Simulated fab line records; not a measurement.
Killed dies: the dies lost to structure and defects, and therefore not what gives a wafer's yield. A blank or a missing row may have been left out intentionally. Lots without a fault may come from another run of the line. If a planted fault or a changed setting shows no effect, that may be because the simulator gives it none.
Problem report in the 8D (eight disciplines) form, filled by code || flow sky130 || the parts of the form that need people (team, actions taken, sign-off) are left out

1. THE ISSUE
Mean of cathode dc power W at SKY_VIA2_SPUTTER_20: 3525.2 W across 3 wafers in 2 lots; on wafers with no fault it is 4000.1 W (standard deviation 0.69). That is -99 or more standard deviations from the usual mean.
The step: material TiN, target thk 20 nm, time 80 s.
Seen first at day 40 11:31 on pvd sputter-02, wafer L720.4. At this step, 36 wafers from 12 lots have a number in the record. The rule behind "out" and "out of limits": a value lying over 4 standard deviations away from the usual mean. Any other wafer with a number is counted as sound.

2. WHAT THIS IS AND IS NOT
{"question": "which readings at this step", "is": "cathode dc power W", "is not": "throttle valve pct"}
{"question": "which lots", "is": "L720, L721", "is not": "L708, L709, L710, L711, L712, L714, L723, L727, L729, L730"}
{"question": "which wafers of those lots", "is": "L720.4, L720.6, L721.5", "is not": "L720.1, L721.3, L721.6"}
{"question": "read on which tools", "is": "pvd sputter-02", "is not": "pvd sputter-03, pvd sputter-04"}
{"question": "when", "is": "from day 40 11:31", "is not": "up to then (19 sound wafers); but 14 sound wafers of L721, L723, L727, L729, L730 came after"}

3. SUSPECTS, AND WHAT RULES EACH OUT
Counting: a tool at a process step up to the reading stays a suspect if it ran every lot that is out. Sound lots after the first of them don't rule it out here, since some wafers of a struck lot are sound.
- pvd sputter-02 at SKY_VIA2_SPUTTER_20 (material TiN, target thk 20 nm, time 80 s): kept. Every lot that is out went through it, the first being L720 (day 40 11:31); the last sound lot it ran before that was L714 (day 38 09:13). Its own cathode dc power W readings are out on those wafers.
Left after counting: pvd sputter-02 at SKY_VIA2_SPUTTER_20.

4. THE CAUSE (what the simulator had put in)
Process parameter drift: pvd sputter-02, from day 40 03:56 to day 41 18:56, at SKY_VIA2_SPUTTER_20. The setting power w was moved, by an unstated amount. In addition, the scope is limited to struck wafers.
After counting, this tool was the only one left.

5. SEQUENCE OF EFFECTS, ordered by route
Rows list readings where the struck wafers' mean (over those with a number) sits beyond 3 standard deviations from the usual. Scope: only readings with a usual standard deviation given in the record; hours: median across lots of the time from each lot's start at the first step in this table that gives one to its start at this step; sigmas: change in usual standard deviations.
{"hours": 0, "step": "SKY_VIA2_SPUTTER_20", "reading": "cathode dc power W", "usual": "4000.1 W", "on struck wafers": 3525.2, "change": -474.9, "sigmas": "-99 or more"}
Here are the process steps it includes:
- SKY_VIA2_SPUTTER_20: material TiN, target thk 20 nm, time 80 s.

6. WHAT WOULD HAVE CAUGHT IT SOONER
8 hours passed between the start of the fault at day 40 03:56 and the first reading out of limits in this record, taken at day 40 11:31.
